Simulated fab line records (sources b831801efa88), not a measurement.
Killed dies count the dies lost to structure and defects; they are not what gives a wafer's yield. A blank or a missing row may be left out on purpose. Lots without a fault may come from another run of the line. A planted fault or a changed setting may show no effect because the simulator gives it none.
The tool behind it: which one? | flow gf180mcu | Sampling: 6 lots, 18 wafers, 3 of 602 route steps

WHAT THE GAUGES READ, wafer by wafer
GF_V5_CD_MEAS_14 targets a cd of 260 nm.
lot  | measured     | on       | cdNm (nm)
L364 | day 27 18:20 | cdSem-01 | 259.9 257.2 258.7
L366 | day 28 11:48 | cdSem-02 | 262.3 261.2 262.1
L373 | day 30 13:37 | cdSem-02 | 260.7 260.5 259.5
L375 | day 31 01:04 | cdSem-01 | 246.1 246.5 247.3
L378 | day 32 00:59 | cdSem-01 | 261.8 259.5 260.5
L385 | day 33 16:35 | cdSem-02 | 258.5 258.0 257.9

WHICH TOOL RAN EACH LOT (tool, then ch and the chambers of the sampled wafers, then the start)
lot  | GF_V4_CMP_26                  | GF_V5_EXPOSE_11
L364 | cmp-02 ch 0,2, day 25 01:17   | krfScanner-01 ch 0, day 27 08:24
L366 | cmp-01 ch 2,3, day 25 21:34   | krfScanner-02 ch 0, day 28 02:17
L373 | cmp-02 ch 0,1,3, day 28 02:34 | krfScanner-01 ch 0, day 30 05:08
L375 | cmp-02 ch 1,2,3, day 28 14:25 | krfScanner-01 ch 0, day 30 16:02
L378 | cmp-01 ch 0,1,2, day 29 17:17 | krfScanner-02 ch 0, day 31 16:34
L385 | cmp-01 ch 0,3, day 31 12:55   | krfScanner-02 ch 0, day 33 09:14
- GF_V4_CMP_26: polishes, stops on SiO2, t overpolish 15 s, target thk 0 nm.
- GF_V5_EXPOSE_11: exposes mask Via5, target cd 260 nm.

THE ANSWER, worked out from the rows above alone
Rule: the usual values come from the lots themselves. Put in order of their means at a reading, lots are off if they are a third of the lots or fewer, leave a main group of 4 or more, and stand apart from it by a gap of 3 or more times the standard deviation of the main group's means; of several such gaps the widest counts. A main group is skipped when, at the precision printed for the reading in the tables above, its means are all equal. A lot without any number at a reading at which 4 lots or more have one is off too. Where the step has rows for the other lots, those lots are counted as sound.
Off: L375, at GF_V5_CD_MEAS_14 (cdNm). The main group: mean 259.9 nm, standard deviation 1.4.
A tool fits if, at a process step before that reading, it ran every lot that is off, and no sound lot after the first of them. The gauges at GF_V5_CD_MEAS_14 are tried like those tools. Undecided on this evidence; 2 tools fit (cmp-02 at GF_V4_CMP_26, krfScanner-01 at GF_V5_EXPOSE_11).

WHAT THE SIMULATOR HAD PUT IN
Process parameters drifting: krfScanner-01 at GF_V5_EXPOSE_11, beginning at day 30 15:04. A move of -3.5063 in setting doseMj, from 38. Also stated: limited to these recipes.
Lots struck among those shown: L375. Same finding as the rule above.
